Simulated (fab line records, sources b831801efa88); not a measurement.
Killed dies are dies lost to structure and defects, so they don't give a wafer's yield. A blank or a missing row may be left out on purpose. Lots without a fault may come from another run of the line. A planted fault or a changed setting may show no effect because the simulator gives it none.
Chamber matching | flow sky130 | SKY_POLY_GATE_ETCH_15 on rie_diel-04: 4 sister chambers
The step etches BARC in N2/H2, stops on SiO2, time 118.5 s, target depth 110 nm. 14 wafers are shown with their chamber, then 7 later ones without.

WAFERS WITH THEIR CHAMBER
wafer  | chamber | drypump_motor_current_A (A) | throttle_valve_pct (%) | oes_product_au (a.u.)
L835.1 | 0       | 5.1                         | 13.202                 | 0.717
L835.2 | 2       | 6.3                         | 13.220                 | 0.719
L835.6 | 3       | 6.1                         | 13.204                 | 0.706
L836.2 | 1       | 5.7                         | 13.214                 | 0.715
L836.3 | 2       | 6.3                         | 13.202                 | 0.717
L836.4 | 3       | 6.1                         | 13.224                 | 0.707
L837.1 | 3       | 6.1                         | 13.193                 | 0.723
L837.3 | 2       | 6.3                         | 13.197                 | 0.709
L837.6 | 3       | 6.1                         | 13.221                 | 0.720
L840.1 | 3       | 6.2                         | 13.216                 | 0.714
L840.5 | 1       | 5.7                         | 13.217                 | 0.715
L840.6 | 0       | 5.1                         | 13.201                 | 0.715
L843.1 | 0       | 5.1                         | 13.204                 | 0.726
L843.2 | 2       | 6.3                         | 13.208                 | 0.724

SIGNATURES (means of the wafers above)
reading                 | chamber 0 | chamber 1 | chamber 2 | chamber 3 | scatter within a chamber
drypump_motor_current_A | 5.100     | 5.700     | 6.300     | 6.120     | 0.0283
throttle_valve_pct      | 13.20233  | 13.21550  | 13.20675  | 13.21160  | 0.00984
oes_product_au          | 0.71933   | 0.71500   | 0.71725   | 0.71400   | 0.00645
Rule: a wafer's distance from a chamber is the root of the sum, over the readings, of the square of ((its reading less the chamber's mean) divided by the reading's scatter). The wafer belongs to the nearest chamber; if the next one is less than 2 further off, it can't be placed. The scatter: the root of (the sum of the squares of (reading less its chamber's mean) over the shown wafers, divided by (wafers less chambers)).

WAFERS WITHOUT THEIR CHAMBER
wafer  | drypump_motor_current_A (A) | throttle_valve_pct (%) | oes_product_au (a.u.)
L843.3 | 5.7                         | 13.202                 | 0.723
L844.1 | 5.1                         | 13.218                 | 0.715
L844.4 | 6.3                         | 13.194                 | 0.717
L844.5 | 6.3                         | 13.200                 | 0.718
L845.2 | 5.7                         | 13.210                 | 0.715
L845.3 | 6.1                         | 13.228                 | 0.712
L845.4 | 6.3                         | 13.210                 | 0.720

WHICH CHAMBER EACH WENT THROUGH
wafer  | from the rows above | in truth
L843.3 | 1                   | 1
L844.1 | 0                   | 0
L844.4 | 2                   | 2
L844.5 | 2                   | 2
L845.2 | 1                   | 1
L845.3 | 3                   | 3
L845.4 | 2                   | 2
Placed correctly: 7 of 7. Can't be placed from these rows: 0. Placed wrongly: 0.
